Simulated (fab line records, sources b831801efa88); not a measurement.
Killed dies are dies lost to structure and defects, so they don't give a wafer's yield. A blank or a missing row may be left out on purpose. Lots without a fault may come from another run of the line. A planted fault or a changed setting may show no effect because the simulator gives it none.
Which tool did it? | flow sfq_line | 14 lots, 42 wafers sampled, at 1 step of a route of 325

WHAT THE GAUGES READ, wafer by wafer
The record holds no reading of a measuring or inspecting step that can be judged against a usual standard deviation.

WHICH TOOL RAN EACH LOT (tool, then ch and the chambers of the sampled wafers, then the start)
lot  | SFQ_TRILAYER_M6_LITHO_PEB_162
L206 | litho_track-02 ch 0, day 56 14:55
L207 | litho_track-03 ch 0, day 56 23:21
L208 | litho_track-02 ch 0, day 57 06:33
L209 | litho_track-02 ch 0, day 57 15:04
L210 | litho_track-02 ch 0, day 58 02:46
L211 | litho_track-02 ch 0, day 58 08:43
L214 | litho_track-03 ch 0, day 59 16:48
L219 | litho_track-02, day 60 12:00
L220 | litho_track-02, day 60 19:08
L222 | litho_track-01 ch 0, day 61 09:32
L225 | litho_track-03 ch 0, day 62 01:09
L226 | litho_track-03 ch 0, day 62 04:59
L227 | litho_track-01 ch 0, day 62 07:08
L228 | litho_track-03 ch 0, day 62 10:47
- SFQ_TRILAYER_M6_LITHO_PEB_162: peb time 60 s.

WHAT THE TOOLS THEMSELVES READ (means of the sampled wafers that have a number; where no wafer has one, the mark that the record gives instead)
SFQ_TRILAYER_M6_LITHO_PEB_162.
lot  | tool           | chill_plate_temp_C (C) | exhaust_pa (Pa)
L206 | litho_track-02 | 22.92                  | 45.5
L207 | litho_track-03 | 22.93                  | 44.8
L208 | litho_track-02 | 23.06                  | 44.3
L209 | litho_track-02 | 23.02                  | 45.0
L210 | litho_track-02 | 23.05                  | 45.5
L211 | litho_track-02 | 22.93                  | 46.2
L214 | litho_track-03 | 22.92                  | 44.2
L219 | litho_track-02 | -                      | -
L220 | litho_track-02 | -                      | -
L222 | litho_track-01 | 23.04                  | 45.5
L225 | litho_track-03 | 23.02                  | 44.7
L226 | litho_track-03 | 23.08                  | 45.1
L227 | litho_track-01 | 23.11                  | 44.7
L228 | litho_track-03 | 23.01                  | 44.6

THE ANSWER, worked out from the rows above alone
Rule: what is usual is taken from the lots themselves. Put in order of their means at a reading, lots are off if they are a third of the lots or fewer, leave a main group of 4 or more, and stand apart from it by a gap of 3 or more times the standard deviation of the main group's means; of several such gaps the widest counts. A main group whose means are all the same, to the digits that the tables above print for the reading, isn't used. A lot without any number at a reading at which 4 lots or more have one is off too. The other lots that the step has rows for count as sound. The gauges are gone through in route order, then the tools' own readings, and for those a lot's mean is taken as printed above. The first step at which some lot is off is used, and at that step the reading that is off furthest; a lot without a number counts as furthest.
Off: L219, L220, at SFQ_TRILAYER_M6_LITHO_PEB_162 (chill_plate_temp_C). Without a number there: L219, L220. The main group: mean 23.01 C, standard deviation 0.064.
A tool fits if, at that step or a process step before it, it ran every lot that is off, and no sound lot after the first of them. One fits: litho_track-02 at SFQ_TRILAYER_M6_LITHO_PEB_162. Its last sound lot is L211 (day 58 08:43), its first lot that is off L219 (day 60 12:00): a fault that began between those two fits.
Blank at SFQ_TRILAYER_M6_LITHO_PEB_162 on the lots that are off, where sound lots have numbers: chill_plate_temp_C, exhaust_pa.

WHAT THE SIMULATOR HAD PUT IN
Skipped step whole: litho_track-02, from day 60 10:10 on, at SFQ_TRILAYER_M6_LITHO_PEB_162. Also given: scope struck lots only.
Lots struck among those shown: L219, L220. The rule above found the same.
